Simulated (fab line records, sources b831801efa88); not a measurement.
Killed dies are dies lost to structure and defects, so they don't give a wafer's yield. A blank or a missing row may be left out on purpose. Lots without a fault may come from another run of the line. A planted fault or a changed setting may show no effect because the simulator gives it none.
fab line records | flow gf180mcu
record lots=5 wafers=14 last_day=33
route steps=602 shown MIM@519 M5@526 V5@540
lots that met no fault: from a run of the same line without faults
start_h: hours from the record's first day to the start of the lot's first wafer shown | wait_h: hours since the lot's step before | " the same as in the row above | L1.1+2: a row that stands for several wafers | - no value, or no start given | * or withheld: withheld | < > ~ a bound
route shown NAME@n: a module of which the file shows steps, and the number in the route of the first | usual: mean/standard deviation of fault-free wafers | same: alike in all rows | chamber/n: place in a boat | sites: the reading at each site | _std_site: their standard deviation | _edge_site: outer sites' mean less inner sites' | radius_mm: how far each site lies from the wafer's centre | mask NAME#n: copy n | behind: the tool/chamber that last shaped the wafer | hold: why the lot was held/for how many hours/how that ended | device: the transistor (n, p or np) that didn't switch | end of line: the same wafers' tests at the end of the route | a step without rows: its recipe alone | killed: dies lost to structure and defects at the first sort, not the wafer's yield | map: a wafer's dies, x killed, . not, _ none there
set.NAME: the setting as run; set.NAME@STEP: as run at that earlier step | model.NAME: the simulator's own value behind a step, which no gauge read
lots at some steps of the route; a table a step, a row a wafer
services: from which hour (start_h, from the record's first day; less than 0 if before it) a tool's chamber was out of use, for how many hours, and why
## steps
# step GF_MIM_EXPOSE_16
# recipe mask_id=FuseTop target_cd_nm=2000 na=0.6 source_shape=conventional sigma_outer=0.6 dose_mj=140
# step GF_MIM_PEB_17
# recipe temp_c=withheld time_s=* resist=NOVOLAK
# step GF_MIM_DEVELOP_18
# recipe develop_time_s=60 dev_temp_c=23
# step GF_MIM_METAL_ETCH_19
# recipe chemistry=Cl2/BCl3 mask_material=NOVOLAK stop_on=Si3N4 target_depth_nm=324.5 pressure_mtorr=8 icp_w=800 bias_w=140 Cl2_flow_sccm=80 bcl3_flow_sccm=40 time_s=54.1
# usual drypump_motor_current_A=5.9/0.62 oes_product_au=0.944/0.0069 throttle_valve_pct=28.280/0.01
# columns lot.wafer tool chamber start_h wait_h drypump_motor_current_A oes_product_au rf_hours_counter_h throttle_valve_pct
L185.3 rie_metal-04 0 625.14 0.1 4.6 0.953 - 28.277
L185.4 " 1 " " 5.8 0.953 - 28.277
L185.6 " 0 " " 4.6 0.944 - 28.280
L189.3 rie_metal-01 1 674.29 0.1 5.8 0.945 - 28.281
L189.4 " 0 " " 6.6 0.956 - 28.263
L189.6 " 1 " " 5.8 0.941 - 28.285
L193.2 rie_metal-04 1 695.79 0.1 5.8 0.947 - 28.276
L193.4 " 1 " " 5.8 0.950 - 28.273
L193.6 " 1 " " 5.8 0.959 - 28.283
L196.1 rie_metal-01 0 705.41 0.1 6.6 0.950 16 28.258
L196.6 " 0 " " 6.6 0.946 - 28.288
L197.1 rie_metal-04 1 709.31 0.1 5.8 0.939 6 28.295
L197.3 " 1 " " 5.8 0.936 - 28.287
L197.6 " 1 " " 5.8 0.945 - 28.276
# step GF_MIM_STRIP_20
# recipe chemistry=O2/N2 power_w=1400 pressure_mtorr=1500 platen_temp_c=250 o2_flow_sccm=3000 n2_flow_sccm=300 overash_fraction=0.5
# step GF_MIM_STRIP_21
# recipe chemistry=post_etch_residue_remover time_s=1200 temp_c=72.5
# step GF_MIM_CLEAN_22
# recipe chemistry=DIW dry=n2_spin
# step GF_M5_DEHYDRATE_00
# recipe temp_c=200 time_s=60
# step GF_M5_HMDS_01
# recipe prime_time_s=60 prime_temp_c=120
# step GF_M5_COAT_02
# recipe resist=KrF spin_rpm=withheld resist_thk_nm=1000
# step GF_M5_SOFTBAKE_03
# recipe temp_c=130 time_s=60 resist=KrF
# step GF_M5_EXPOSE_04
# recipe mask_id=Metal5 target_cd_nm=280 na=0.68 source_shape=conventional sigma_outer=0.6 dose_mj=28
# step GF_M5_PEB_05
# recipe peb_temp_c=135 peb_time_s=90 resist=KrF
# columns lot.wafer tool chamber start_h wait_h
L185.3+4+6 litho_track-02 0 645.06 -
L189.3+4+6 litho_track-01 0 692.93 -
L193.2+4+6 litho_track-01 0 713.44 -
L196.1+6 litho_track-01 0 723.41 -
L197.1+3+6 litho_track-04 0 727.61 -
# step GF_M5_DEVELOP_06
# recipe develop_time_s=60 dev_temp_c=21
# step GF_M5_CD_MEAS_07
# recipe target_cd_nm=280
# usual cd_nm=280.0/1.2
# columns lot.wafer tool chamber start_h wait_h cd_nm
L185.3 cd_sem-01 - 645.38 0.1 280.0
L185.4 " - " " 279.7
L185.6 " - " " 280.2
L189.3 cd_sem-01 - 693.25 0.1 281.5
L189.4 " - " " 281.0
L189.6 " - " " 281.4
L193.2 cd_sem-01 - 713.87 0.2 279.9
L193.4 " - " " 280.1
L193.6 " - " " 280.1
L196.1 cd_sem-01 - 723.76 0.1 281.1
L196.6 " - " " 279.5
L197.1 cd_sem-01 - 728.10 0.3 282.5
L197.3 " - " " 281.7
L197.6 " - " " 282.0
# step GF_M5_OVL_MEAS_08
# usual M5_OVL=8/5.4
# columns lot.wafer tool chamber start_h wait_h M5_OVL[nm]
L185.3 overlay-02 - 645.48 0.1 14
L185.4 " - " " 5
L185.6 " - " " 13
L189.3 overlay-01 - 693.34 0.1 7
L189.4 " - " " 1
L189.6 " - " " 3
L193.2 overlay-02 - 713.98 0.1 8
L193.4 " - " " 8
L193.6 " - " " 6
L196.1 overlay-02 - 723.88 0.1 7
L196.6 " - " " 13
L197.1 overlay-02 - 728.22 0.1 5
L197.3 " - " " 2
L197.6 " - " " 9
# step GF_M5_ETCH_09
# recipe chemistry=CF4/O2 target=Si3N4 target_depth_nm=52 source_w=800 bias_w=150 pressure_mtorr=150 cf4_flow_sccm=80 O2_flow_sccm=10 time_s=11.6
# usual drypump_motor_current_A=5.6/0.52 oes_product_au=0.996/0.015 throttle_valve_pct=5.969/0.01
# columns lot.wafer tool chamber start_h wait_h drypump_motor_current_A oes_product_au rf_hours_counter_h throttle_valve_pct
L185.3 rie_diel-04 2 645.50 0.0 5.7 0.998 17 5.966
L185.4 " 0 " " 6.1 0.999 4 5.971
L185.6 " 2 " " 5.8 0.999 - 5.971
L189.3 rie_diel-04 2 693.37 0.0 5.8 0.993 19 5.983
L189.4 " 3 " " 5.3 0.985 15 5.963
L189.6 " 1 " " 4.6 0.994 - 5.969
L193.2 rie_diel-04 0 714.01 0.0 6.1 1.007 7 5.971
L193.4 " 2 " " 5.8 1.012 19 5.976
L193.6 " 0 " " 6.1 1.012 - 5.976
L196.1 rie_diel-02 1 723.92 0.0 6.4 1.018 9 5.972
L196.6 " 3 " " 5.2 0.984 - 5.965
L197.1 rie_diel-02 0 728.26 0.0 5.7 0.958 12 5.954
L197.3 " 2 " " 5.7 0.996 4 5.971
L197.6 " 3 " " 5.2 1.001 - 5.966
# step GF_M5_METAL_ETCH_10
# recipe chemistry=Cl2/BCl3 mask_material=KrF target_depth_nm=750.8 stop_on=SiO2 pressure_mtorr=8 icp_w=800 bias_w=140 Cl2_flow_sccm=80 bcl3_flow_sccm=40 time_s=125.1
# step GF_M5_STRIP_11
# recipe chemistry=O2/N2 power_w=1400 pressure_mtorr=1500 platen_temp_c=250 o2_flow_sccm=3000 n2_flow_sccm=300 overash_fraction=0.5
# usual drypump_motor_current_A=5.8/0.64 heater_power_w=350/30 oes_product_au=0.525/0.0048 platen_temp_c=249.98/0.18 strip_time_to_endpoint_s=7.07/0.063
# same overash_fraction=0.5
# columns lot.wafer tool chamber start_h wait_h drypump_motor_current_A heater_power_w oes_product_au platen_temp_c rf_hours_counter_h strip_time_to_endpoint_s
L185.3 plasma_asher-02 1 645.81 0.2 5.4 334 0.528 250.00 - 7.15
L185.4 " 0 " " 6.7 318 0.522 249.88 - 7.13
L185.6 " 1 " " 5.4 341 0.534 249.70 - 7.13
L189.3 plasma_asher-02 1 693.55 0.1 5.4 339 0.529 250.04 - 7.07
L189.4 " 0 " " 6.7 324 0.525 249.67 - 7.02
L189.6 " 1 " " 5.4 343 0.527 250.12 - 7.13
L193.2 plasma_asher-02 1 714.16 0.1 5.4 333 0.525 250.00 30 6.99
L193.4 " 1 " " 5.4 339 0.520 249.94 - 6.95
L193.6 " 1 " " 5.4 340 0.520 250.10 - 6.96
L196.1 plasma_asher-04 0 724.13 0.1 6.0 385 0.532 249.88 95 7.09
L196.6 " 0 " " 6.0 392 0.525 249.76 - 7.07
L197.1 plasma_asher-02 0 728.41 0.1 6.8 325 0.523 249.82 32 7.15
L197.3 " 0 " " 6.7 326 0.525 249.94 - 7.13
L197.6 " 1 " " 5.4 342 0.517 249.82 - 7.17
# step GF_M5_STRIP_12
# recipe chemistry=post_etch_residue_remover time_s=1200 temp_c=72.5
# step GF_M5_CLEAN_13
# recipe chemistry=DIW dry=n2_spin
# step GF_V5_CVD_00
# recipe material=SiO2 target_thk_nm=300 sigma_open_frac=0.3 temp_c=400 time_s=50 sih4_flow_sccm=60 pressure_mtorr=6
# step GF_V5_THK_MEAS_01
# recipe reads=SiO2_of_V5_CVD_00
# usual V5_CVD_00_THK=299/3.1
# columns lot.wafer tool chamber start_h wait_h V5_CVD_00_THK[nm]
L185.3 film_metro-02 - 646.39 0.0 303
L185.4 " - " " 302
L185.6 " - " " 302
L189.3 film_metro-02 - 694.12 0.0 298
L189.4 " - " " 299
L189.6 " - " " 299
L193.2 film_metro-02 - 714.75 0.0 302
L193.4 " - " " 302
L193.6 " - " " 295
L196.1 film_metro-02 - 724.71 0.0 296
L196.6 " - " " 296
L197.1 film_metro-02 - 729.03 0.0 293
L197.3 " - " " 299
L197.6 " - " " 296
# step GF_V5_CVD_02
# recipe material=SiO2 target_thk_nm=1450 precursor=TEOS temp_c=400 time_s=163.28 rf_w=600
# usual heater_power_w=648/110
# columns lot.wafer tool chamber start_h wait_h heater_power_w
L185.3 pecvd-01 2 646.43 0.0 697
L185.4 " 0 " " 640
L185.6 " 1 " " 645
L189.3 pecvd-01 2 694.16 0.0 830
L189.4 " 1 " " 634
L189.6 " 0 " " 760
L193.2 pecvd-04 0 714.80 0.0 788
L193.4 " 1 " " 728
L193.6 " 0 " " 631
L196.1 pecvd-02 0 724.77 0.1 714
L196.6 " 2 " " 506
L197.1 pecvd-01 1 729.09 0.1 622
L197.3 " 2 " " 741
L197.6 " 1 " " 681
# step GF_V5_THK_MEAS_03
# recipe reads=SiO2_of_V5_CVD_02
# usual V5_CVD_02_THK=1448/18
# columns lot.wafer tool chamber start_h wait_h hold V5_CVD_02_THK[nm]
L185.3 film_metro-03 - 646.55 0.1 - 1431
L185.4 " - " " - 1457
L185.6 " - " " - 1464
L189.3 film_metro-03 - 694.28 0.1 - 1427
L189.4 " - " " - 1456
L189.6 " - " " - 1460
L193.2 film_metro-04 - 714.92 0.1 - 1440
L193.4 " - " " - 1462
L193.6 " - " " - 1470
L196.1 film_metro-04 - 724.87 0.1 await_dispo/0.2h/release 1425
L196.6 " - " " await_dispo/0.2h/release 1480
L196.1 film_metro-04 - 725.10 0.2 - 1426
L196.6 " - " " - 1480
L197.1 film_metro-03 - 729.19 0.1 - 1459
L197.3 " - " " - 1441
L197.6 " - " " - 1481
# step GF_V5_CMP_04
# recipe material=SiO2 down_force_psi=4 platen_rpm=60 pad_velocity_m_s=0.94248
# usual motor_current_A=11.7/1 platen_rpm=60.00/0.04
# columns lot.wafer tool chamber start_h wait_h hold motor_current_A platen_rpm
L185.4 cmp-02 3 646.69 0.1 - 10.8 59.99
L185.3 " 0 " " - 10.0 59.89
L185.6 " 1 " " - 10.9 60.08
L189.3 cmp-01 0 694.37 0.1 - 11.8 59.99
L189.4 " 2 " " - 11.8 59.97
L189.6 " 3 " " - 12.6 60.07
L193.4 cmp-02 0 715.02 0.1 - 10.1 60.04
L193.2 " 1 " " - 10.7 60.03
L193.6 " 0 " " - 10.3 59.95
L196.1 cmp-02 0 726.53 1.4 await_dispo/1.0h/release 9.9 59.96
L196.6 " 1 " " await_dispo/1.0h/release 10.4 59.96
L197.1 cmp-01 1 729.60 0.4 - 13.4 60.01
L197.3 " 2 " " - 11.2 60.01
L197.6 " 0 " " - 11.6 60.01
## services
# columns tool chamber start_h hours kind
cmp-01 - 604.11 1.0 repair
pecvd-01 0 605.12 - clean
pecvd-01 1 605.12 - clean
pecvd-01 2 605.12 - clean
pecvd-04 - 608.88 2.8 pm
pecvd-01 - 614.59 14.6 pm
rie_diel-04 3 619.41 20.0 repair
cmp-01 - 628.39 4.1 repair
rie_diel-04 - 632.24 0.2 repair
pecvd-04 2 635.84 13.1 repair
rie_diel-04 - 639.63 0.8 repair
pecvd-01 - 640.79 0.5 repair
rie_diel-04 - 652.30 0.5 repair
cmp-01 - 662.90 0.9 repair
pecvd-04 1 683.51 16.7 repair
rie_metal-04 0 691.63 - clean
cmp-02 - 694.24 1.3 repair
rie_diel-02 0 705.67 3.4 repair
pecvd-01 - 705.69 1.8 repair
plasma_asher-04 - 713.37 1.7 repair
rie_metal-01 - 716.67 0.5 repair
rie_diel-02 0 720.18 6.3 repair
plasma_asher-02 - 722.03 2.3 repair
cmp-02 - 728.28 6.7 pm
## key
first_sign step=GF_V5_THK_MEAS_03 reading=visit direction=added
effect none on later readings
met_at GF_M5_PEB_05
struck_wafers L196.6
onset_between 713.44 723.41
fault kind=process_parameter_drift tool=litho_track-01 chamber=- onset_h=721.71 steps=GF_M5_PEB_05 channel=peb_time_s offset=* shape=step end_h=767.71 scope=struck_wafers_only acts_in=* stated=*
